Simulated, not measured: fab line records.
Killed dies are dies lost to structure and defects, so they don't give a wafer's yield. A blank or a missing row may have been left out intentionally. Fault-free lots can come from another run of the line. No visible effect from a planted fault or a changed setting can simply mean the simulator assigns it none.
fab line records -- flow sky130
record: lots: 6, wafers: 18, last-day: 50
route steps=708 shown LDD_HVN@274 LDD_HVP@278 PAD_OPEN@708
lots that met no fault: taken from a fault-free run of the same line
start-h: hours from the record's first day to the start of the lot's first wafer shown -- wait-h: time in hours since the lot's previous step -- " as in the row above -- L1.1+2: one row covering several wafers at once -- - no value, or no start given -- * or withheld: withheld -- < > ~ a bound
route shown NAME@n: NAME is a module with steps in the file, n the number in the route of the first one -- usual: average and standard deviation across the fault-free wafers -- same: alike in all rows -- chamber/n: place in a boat -- sites: each site's reading -- _std_site: the standard deviation of these -- _edge_site: outer sites' mean less inner sites' -- radius-mm: for every site, how far away it sits from the centre of the wafer -- mask NAME#n: copy n -- behind: tool/chamber where the wafer was last shaped -- hold: the reason the lot was held/the length of the hold in hours/how it ended -- device: which transistor (n, p or np) failed to switch -- end of line: the tests these same wafers got at the end of their route -- for a step that has no rows: nothing shown but its recipe -- killed: count of dies lost to structure and defects at first sort (not the wafer's yield) -- map: the dies of a wafer, with x for killed, . for not killed, _ for no die there
set.NAME: the setting that was run; set.NAME@STEP: the one run at that earlier step -- model.NAME: the simulator's own value behind a step, which no gauge read
lots at some steps of the route; a table a step, a row a wafer
services: the hour from which a tool's chamber was out of use, counted from the record's first day as start-h (under 0 if before that day), plus the number of hours and why
== steps ==
step: SKY_LDD_HVN_OVL_MEAS_07
usual: LDD_HVN_OVL: 1.0/1.3
lot.wafer,tool,chamber,start-h,wait-h,LDD_HVN_OVL[nm]
L249.4,overlay-01,-,467.62,0.1,-1.0
L249.5,overlay-01,-,467.62,0.1,-1.8
L249.6,overlay-01,-,467.62,0.1,-0.9
L257.1,overlay-02,-,547.85,0.1,1.1
L257.3,overlay-02,-,547.85,0.1,1.9
L257.5,overlay-02,-,547.85,0.1,2.0
L261.3,overlay-02,-,589.36,0.1,-0.7
L261.5,overlay-02,-,589.36,0.1,0.0
L261.6,overlay-02,-,589.36,0.1,0.4
L262.1,overlay-01,-,590.00,0.1,2.0
L262.4,overlay-01,-,590.00,0.1,3.5
L262.6,overlay-01,-,590.00,0.1,2.8
L264.3,overlay-02,-,600.61,0.1,-1.0
L264.4,overlay-02,-,600.61,0.1,-0.4
L264.6,overlay-02,-,600.61,0.1,0.2
L267.2,overlay-02,-,640.61,0.1,0.9
L267.3,overlay-02,-,640.61,0.1,0.8
L267.6,overlay-02,-,640.61,0.1,1.3
step: SKY_LDD_HVN_IMPLANT_08
recipe: species: P, energy-kev: 60, dose-cm2: 3e+13, tilt-deg: 40
step: SKY_LDD_HVN_STRIP_09
recipe: chemistry: O2/N2, power-w: 1400, pressure-mtorr: 1500, platen-temp-c: withheld, o2-flow-sccm: 3000, n2-flow-sccm: 300, overash-fraction: 0.5
usual: drypump-motor-current-A: 6.2/0.34, oes-product-au: 0.408/0.0044, strip-time-to-endpoint-s: 4.138/0.013
lot.wafer,tool,chamber,start-h,wait-h,drypump-motor-current-A,oes-product-au,rf-hours-counter-h,strip-time-to-endpoint-s
L249.4,plasma-asher-02,1,467.82,0.1,6.1,0.408,-,4.140
L249.5,plasma-asher-02,0,467.82,0.1,6.4,0.406,-,4.150
L249.6,plasma-asher-02,1,467.82,0.1,6.0,0.404,-,4.140
L257.1,plasma-asher-02,0,548.04,0.1,6.4,0.417,70,4.120
L257.3,plasma-asher-02,0,548.04,0.1,6.4,0.412,-,4.131
L257.5,plasma-asher-02,0,548.04,0.1,6.4,0.413,-,4.138
L261.3,plasma-asher-03,0,589.57,0.1,6.1,0.405,-,4.145
L261.5,plasma-asher-03,0,589.57,0.1,6.1,0.400,-,4.138
L261.6,plasma-asher-03,1,589.57,0.1,6.0,0.401,-,4.161
L262.1,plasma-asher-04,1,590.19,0.1,5.9,0.408,16,4.137
L262.4,plasma-asher-04,0,590.19,0.1,6.8,0.400,-,4.128
L262.6,plasma-asher-04,1,590.19,0.1,5.8,0.402,-,4.113
L264.3,plasma-asher-04,0,600.82,0.1,6.8,0.406,-,4.121
L264.4,plasma-asher-04,1,600.82,0.1,5.8,0.404,-,4.121
L264.6,plasma-asher-04,1,600.82,0.1,5.8,0.409,-,4.143
L267.2,plasma-asher-02,1,640.79,0.1,6.1,0.414,79,4.132
L267.3,plasma-asher-02,1,640.79,0.1,6.0,0.409,-,4.129
L267.6,plasma-asher-02,0,640.79,0.1,6.3,0.415,-,4.142
step: SKY_LDD_HVN_TW_MEAS_10
usual: LDD_HVN_TW: 1440/7.8
lot.wafer,tool,chamber,start-h,wait-h,LDD_HVN_TW
L249.4,film-metro-01,-,467.92,0.1,1443
L249.5,film-metro-01,-,467.92,0.1,1429
L249.6,film-metro-01,-,467.92,0.1,1437
L257.1,film-metro-01,-,548.14,0.1,1445
L257.3,film-metro-01,-,548.14,0.1,1443
L257.5,film-metro-01,-,548.14,0.1,1444
L261.3,film-metro-04,-,589.66,0.1,1436
L261.5,film-metro-04,-,589.66,0.1,1440
L261.6,film-metro-04,-,589.66,0.1,1437
L262.1,film-metro-01,-,590.29,0.1,1433
L262.4,film-metro-01,-,590.29,0.1,1433
L262.6,film-metro-01,-,590.29,0.1,1443
L264.3,film-metro-01,-,600.91,0.1,1443
L264.4,film-metro-01,-,600.91,0.1,1439
L264.6,film-metro-01,-,600.91,0.1,1443
L267.2,film-metro-01,-,640.90,0.1,1447
L267.3,film-metro-01,-,640.90,0.1,1448
L267.6,film-metro-01,-,640.90,0.1,1447
step: SKY_LDD_HVP_DEHYDRATE_00
recipe: temp-c: 200, time-s: 60
step: SKY_LDD_HVP_HMDS_01
recipe: prime-time-s: 60, prime-temp-c: 120
step: SKY_LDD_HVP_COAT_02
recipe: resist: NOVOLAK, spin-rpm: 3000, resist-thk-nm: 300
step: SKY_LDD_HVP_SOFTBAKE_03
recipe: temp-c: 90, time-s: 60, resist: NOVOLAK
step: SKY_LDD_HVP_EXPOSE_04
recipe: mask-id: HVPTM, na: 0.6, source-shape: conventional, sigma-outer: 0.6, polarization: unpolarized, target-cd-nm: 700, dose-mj: 86
step: SKY_LDD_HVP_PEB_05
recipe: temp-c: withheld, time-s: *, resist: NOVOLAK
step: SKY_LDD_HVP_DEVELOP_06
recipe: resist: NOVOLAK, developer: TMAH, develop-time-s: 60, dev-temp-c: 23
step: SKY_LDD_HVP_OVL_MEAS_07
usual: LDD_HVP_OVL: 1.0/1.4
lot.wafer,tool,chamber,start-h,wait-h,LDD_HVP_OVL[nm]
L249.4,overlay-01,-,499.17,0.1,0.4
L249.5,overlay-01,-,499.17,0.1,0.5
L249.6,overlay-01,-,499.17,0.1,-0.7
L257.1,overlay-02,-,577.21,0.1,-0.4
L257.3,overlay-02,-,577.21,0.1,-0.3
L257.5,overlay-02,-,577.21,0.1,-0.6
L261.3,overlay-01,-,618.66,0.1,-0.9
L261.5,overlay-01,-,618.66,0.1,1.0
L261.6,overlay-01,-,618.66,0.1,1.2
L262.1,overlay-02,-,618.75,0.1,0.3
L262.4,overlay-02,-,618.75,0.1,0.0
L262.6,overlay-02,-,618.75,0.1,1.2
L264.3,overlay-01,-,629.57,0.1,0.0
L264.4,overlay-01,-,629.57,0.1,1.1
L264.6,overlay-01,-,629.57,0.1,0.2
L267.2,overlay-02,-,668.86,0.1,4.6
L267.3,overlay-02,-,668.86,0.1,4.0
L267.6,overlay-02,-,668.86,0.1,3.2
step: SKY_LDD_HVP_IMPLANT_08
recipe: species: B, energy-kev: 20, dose-cm2: 1.7e+13, tilt-deg: 17.9
usual: dose-ions-cm2: 1.7002e+13/1.7e+10
lot.wafer,tool,chamber,start-h,wait-h,dose-ions-cm2
L249.4,implanter-04,0,499.26,0.1,1.703e+13
L249.5,implanter-04,0,499.26,0.1,1.7041e+13
L249.6,implanter-04,0,499.26,0.1,1.7027e+13
L257.1,implanter-02,0,577.24,0.0,1.6997e+13
L257.3,implanter-02,0,577.24,0.0,1.7017e+13
L257.5,implanter-02,0,577.24,0.0,1.699e+13
L261.3,implanter-04,0,618.85,0.2,1.7973e+13
L261.5,implanter-04,0,618.85,0.2,1.7978e+13
L261.6,implanter-04,0,618.85,0.2,1.7971e+13
L262.1,implanter-04,0,618.95,0.2,1.7943e+13
L262.4,implanter-04,0,618.95,0.2,1.7944e+13
L262.6,implanter-04,0,618.95,0.2,1.7941e+13
L264.3,implanter-02,0,629.64,0.1,1.7007e+13
L264.4,implanter-02,0,629.64,0.1,1.6999e+13
L264.6,implanter-02,0,629.64,0.1,1.6998e+13
L267.2,implanter-02,0,668.91,0.0,1.6979e+13
L267.3,implanter-02,0,668.91,0.0,1.6996e+13
L267.6,implanter-02,0,668.91,0.0,1.7007e+13
step: SKY_LDD_HVP_STRIP_09
recipe: chemistry: O2/N2, power-w: 1400, pressure-mtorr: 1500, platen-temp-c: withheld, o2-flow-sccm: 3000, n2-flow-sccm: 300, overash-fraction: 0.5
usual: drypump-motor-current-A: 6.0/0.61, oes-product-au: 0.408/0.0045, strip-time-to-endpoint-s: 4.134/0.013
lot.wafer,tool,chamber,start-h,wait-h,drypump-motor-current-A,oes-product-au,rf-hours-counter-h,strip-time-to-endpoint-s
L249.4,plasma-asher-01,0,499.37,0.1,5.7,0.415,-,4.135
L249.5,plasma-asher-01,1,499.37,0.1,4.8,0.412,-,4.130
L249.6,plasma-asher-01,0,499.37,0.1,5.8,0.403,-,4.124
L257.1,plasma-asher-04,1,577.39,0.1,5.8,0.403,15,4.139
L257.3,plasma-asher-04,0,577.39,0.1,6.9,0.401,-,4.147
L257.5,plasma-asher-04,1,577.39,0.1,5.8,0.413,-,4.123
L261.3,plasma-asher-01,1,618.99,0.1,4.8,0.411,-,4.104
L261.5,plasma-asher-01,1,618.99,0.1,4.8,0.401,-,4.123
L261.6,plasma-asher-01,0,618.99,0.1,5.7,0.402,-,4.134
L262.1,plasma-asher-04,1,619.10,0.1,5.8,0.404,19,4.144
L262.4,plasma-asher-04,1,619.10,0.1,5.8,0.406,-,4.115
L262.6,plasma-asher-04,1,619.10,0.1,5.8,0.412,-,4.147
L264.3,plasma-asher-01,0,629.78,0.1,5.7,0.410,-,4.134
L264.4,plasma-asher-01,1,629.78,0.1,4.8,0.409,-,4.111
L264.6,plasma-asher-01,1,629.78,0.1,4.8,0.406,-,4.131
L267.2,plasma-asher-01,0,669.04,0.1,5.8,0.405,54,4.135
L267.3,plasma-asher-01,0,669.04,0.1,5.8,0.407,-,4.129
L267.6,plasma-asher-01,0,669.04,0.1,5.7,0.415,-,4.128
step: SKY_PAD_OPEN_PROBE_99
usual: killed_at_M0_to_M3: 43/6.7, killed_at_M4_up: 3.2/1.8, killed-at-contacts: 25/5.2, killed-at-front-end: 15/4.4, killed-at-other: 0.2/0.4, killed-dies: 87/9.3, killed-open: 48/7.1, killed-short: 39/6
same: gross-dies: 492, killed-at-back-side: 0
lot.wafer,tool,chamber,start-h,wait-h,killed_at_M0_to_M3,killed_at_M4_up,killed-at-contacts,killed-at-front-end,killed-at-other,killed-dies,killed-open,killed-short,model.etest.tip_p_5v.rs-ohm-sq
L249.4,prober-02,-,1080.96,0.2,49,1,23,15,0,88,46,42,2846
L249.5,prober-02,-,1081.01,0.2,46,4,22,19,1,92,53,39,2843
L249.6,prober-02,-,1081.06,0.2,35,2,28,16,1,82,48,34,2858
L257.1,prober-02,-,1142.03,0.1,38,8,23,16,0,85,51,34,2911
L257.3,prober-02,-,1142.13,0.2,55,7,25,11,0,98,48,50,2890
L257.5,prober-02,-,1142.23,0.2,45,7,27,17,0,96,47,49,2887
L261.3,prober-01,-,1158.55,0.2,48,1,22,16,0,87,45,42,2725
L261.5,prober-01,-,1158.65,0.2,41,4,31,16,0,92,51,41,2762
L261.6,prober-01,-,1158.70,0.2,43,0,30,22,0,95,52,43,2767
L262.1,prober-01,-,1159.93,0.1,45,4,18,10,0,77,45,32,2718
L262.4,prober-01,-,1160.08,0.2,33,2,25,15,1,76,38,38,2729
L262.6,prober-01,-,1160.18,0.2,54,2,24,24,1,105,55,50,2719
L264.3,prober-01,-,1165.60,0.2,48,4,32,16,0,100,58,42,2892
L264.4,prober-01,-,1165.65,0.2,35,6,31,20,0,92,51,41,2895
L264.6,prober-01,-,1165.75,0.2,41,6,18,20,0,85,45,40,2918
L267.2,prober-02,-,1188.10,0.1,41,5,21,20,0,87,48,39,2876
L267.3,prober-02,-,1188.15,0.2,37,6,33,12,0,88,48,40,2868
L267.6,prober-02,-,1188.30,0.2,28,3,27,10,0,68,32,36,2855
killed by level:class
L249.4 VIA1:geometric-particle:open=11 VIA1:geometric-particle:short=8 CONTACT:geometric-particle:open=7 VIA3:geometric-particle:open=7 POLY_GATE:geometric-particle:short=6 LI_CONTACT:geometric-particle:open=6 SPACER:geometric-particle:short=5 CONTACT:geometric-particle:short=5
L249.5 VIA1:geometric-particle:open=12 CONTACT:geometric-particle:open=10 VIA3:geometric-particle:open=8 METAL2:geometric-particle:short=6 LI_CONTACT:geometric-particle:open=6 VIA2:geometric-particle:open=6 FIELD_ISO:geometric-particle:short=5 METAL3:geometric-particle:short=5
L249.6 CONTACT:geometric-particle:open=15 LI_CONTACT:geometric-particle:open=9 VIA1:geometric-particle:open=7 FIELD_ISO:geometric-particle:short=6 VIA2:geometric-particle:open=5 VIA3:geometric-particle:open=5 METAL1:geometric-particle:short=4 POLY_GATE:geometric-particle:short=3
L257.1 CONTACT:geometric-particle:open=9 VIA1:geometric-particle:open=8 VIA3:geometric-particle:open=7 VIA2:geometric-particle:open=6 METAL4:geometric-particle:short=6 FIELD_ISO:geometric-particle:open=5 VIA2:geometric-particle:short=5 POLY_GATE:geometric-particle:short=4
L257.3 VIA1:geometric-particle:short=11 VIA3:geometric-particle:open=10 CONTACT:geometric-particle:open=8 VIA1:geometric-particle:open=8 VIA2:geometric-particle:short=6 LI_CONTACT:geometric-particle:open=5 CONTACT:geometric-particle:short=5 METAL1:geometric-particle:short=5
L257.5 CONTACT:geometric-particle:open=16 VIA1:geometric-particle:open=12 VIA1:geometric-particle:short=10 METAL2:geometric-particle:short=10 POLY_GATE:geometric-particle:short=6 METAL4:geometric-particle:short=5 LI_CONTACT:geometric-particle:open=4 FIELD_ISO:geometric-particle:open=3
L261.3 VIA1:geometric-particle:open=12 FIELD_ISO:geometric-particle:short=8 LI_CONTACT:geometric-particle:open=8 VIA3:geometric-particle:open=6 VIA2:geometric-particle:open=6 METAL1:geometric-particle:short=6 VIA1:geometric-particle:short=6 LI_CONTACT:geometric-particle:short=4
L261.5 CONTACT:geometric-particle:open=14 VIA1:geometric-particle:open=9 CONTACT:geometric-particle:short=6 VIA3:geometric-particle:open=6 LI_CONTACT:geometric-particle:open=5 VIA1:geometric-particle:short=5 METAL2:geometric-particle:short=5 FIELD_ISO:geometric-particle:open=4
L261.6 VIA1:geometric-particle:open=13 LI_CONTACT:geometric-particle:open=8 FIELD_ISO:geometric-particle:short=7 FIELD_ISO:geometric-particle:open=6 LOCAL_INTERCONNECT:geometric-particle:short=6 CONTACT:geometric-particle:open=6 METAL2:geometric-particle:short=6 LI_CONTACT:geometric-particle:short=5
L262.1 VIA1:geometric-particle:open=8 METAL2:geometric-particle:short=8 VIA2:geometric-particle:open=7 CONTACT:geometric-particle:open=7 VIA3:geometric-particle:open=7 LI_CONTACT:geometric-particle:open=5 FIELD_ISO:geometric-particle:open=4 VIA1:geometric-particle:short=4
L262.4 CONTACT:geometric-particle:open=9 FIELD_ISO:geometric-particle:short=7 VIA2:geometric-particle:open=6 LI_CONTACT:geometric-particle:open=5 VIA1:geometric-particle:open=5 METAL2:geometric-particle:short=5 METAL1:geometric-particle:short=4 LI_CONTACT:geometric-particle:short=4
L262.6 FIELD_ISO:geometric-particle:open=10 METAL2:geometric-particle:short=10 VIA1:geometric-particle:open=10 CONTACT:geometric-particle:open=9 METAL1:geometric-particle:short=6 LI_CONTACT:geometric-particle:short=5 VIA2:geometric-particle:open=5 VIA3:geometric-particle:open=5
L264.3 CONTACT:geometric-particle:open=14 VIA1:geometric-particle:open=12 LI_CONTACT:geometric-particle:open=8 VIA2:geometric-particle:open=7 LOCAL_INTERCONNECT:geometric-particle:short=6 METAL1:geometric-particle:short=6 VIA3:geometric-particle:open=6 SPACER:geometric-particle:short=5
L264.4 CONTACT:geometric-particle:open=13 VIA1:geometric-particle:open=8 VIA3:geometric-particle:open=8 LOCAL_INTERCONNECT:geometric-particle:short=6 FIELD_ISO:geometric-particle:open=5 FIELD_ISO:geometric-particle:short=5 METAL2:geometric-particle:short=5 POLY_GATE:geometric-particle:open=4
L264.6 VIA1:geometric-particle:open=9 VIA1:geometric-particle:short=7 VIA2:geometric-particle:open=7 LI_CONTACT:geometric-particle:open=6 METAL1:geometric-particle:short=6 VIA3:geometric-particle:open=6 METAL4:geometric-particle:short=5 FIELD_ISO:geometric-particle:short=4
L267.2 VIA3:geometric-particle:open=11 CONTACT:geometric-particle:open=9 LI_CONTACT:geometric-particle:open=5 VIA2:geometric-particle:open=5 POLY_GATE:geometric-particle:open=4 POLY_GATE:geometric-particle:short=4 SPACER:geometric-particle:short=4 METAL1:geometric-particle:short=4
L267.3 LI_CONTACT:geometric-particle:open=12 CONTACT:geometric-particle:open=11 METAL1:geometric-particle:short=7 LOCAL_INTERCONNECT:geometric-particle:short=6 METAL2:geometric-particle:short=5 VIA1:geometric-particle:open=5 VIA1:geometric-particle:short=5 METAL4:geometric-particle:short=4
L267.6 LI_CONTACT:geometric-particle:open=9 LI_CONTACT:geometric-particle:short=6 VIA1:geometric-particle:open=6 LOCAL_INTERCONNECT:geometric-particle:short=5 VIA3:geometric-particle:open=5 FIELD_ISO:geometric-particle:short=4 CONTACT:geometric-particle:open=4 METAL1:geometric-particle:short=4
== services ==
tool,chamber,start-h,hours,kind
plasma-asher-02,-,503.19,5.4,repair
implanter-04,-,552.04,3.9,repair
plasma-asher-01,-,596.70,0.6,repair
plasma-asher-03,-,600.70,3.1,repair
implanter-04,-,603.66,3.4,pm
implanter-02,-,616.72,3.9,pm
plasma-asher-01,-,623.35,2.8,pm
plasma-asher-01,-,626.14,0.9,repair
implanter-02,-,631.39,1.4,repair
plasma-asher-01,-,642.90,2.5,repair
plasma-asher-03,-,645.60,4.1,pm
plasma-asher-02,-,648.25,0.5,repair
implanter-02,-,658.15,3.5,repair
plasma-asher-04,-,665.30,2.0,repair
== key ==
first-sign: step: SKY_LDD_HVP_IMPLANT_08, reading: dose-ions-cm2, direction: up, sigmas: 56, usual: *, struck: *
effect none on later readings
model-effect: step: SKY_PAD_OPEN_PROBE_99, value: etest.tip_p_5v.rs-ohm-sq, without: 2847, struck: 2737
met-at SKY_LDD_HVP_IMPLANT_08
struck-wafers L261.3,L261.5,L261.6,L262.1,L262.4,L262.6
tester-left-out L261,L262
fault: kind: process-parameter-drift, tool: implanter-04, chamber: -, onset-h: 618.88, steps: SKY_LDD_HVP_IMPLANT_08, channel: dose-cm2, offset: *, shape: step, end-h: 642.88, acts-in: *, stated: *
tester-left-out: of these lots the tester's yield and bins aren't shown, on N5 and GAA mostly nor the transistor test; their killed dies are dies lost to structure and defects alone, not to doping, threshold or leakage, so they don't give the yield
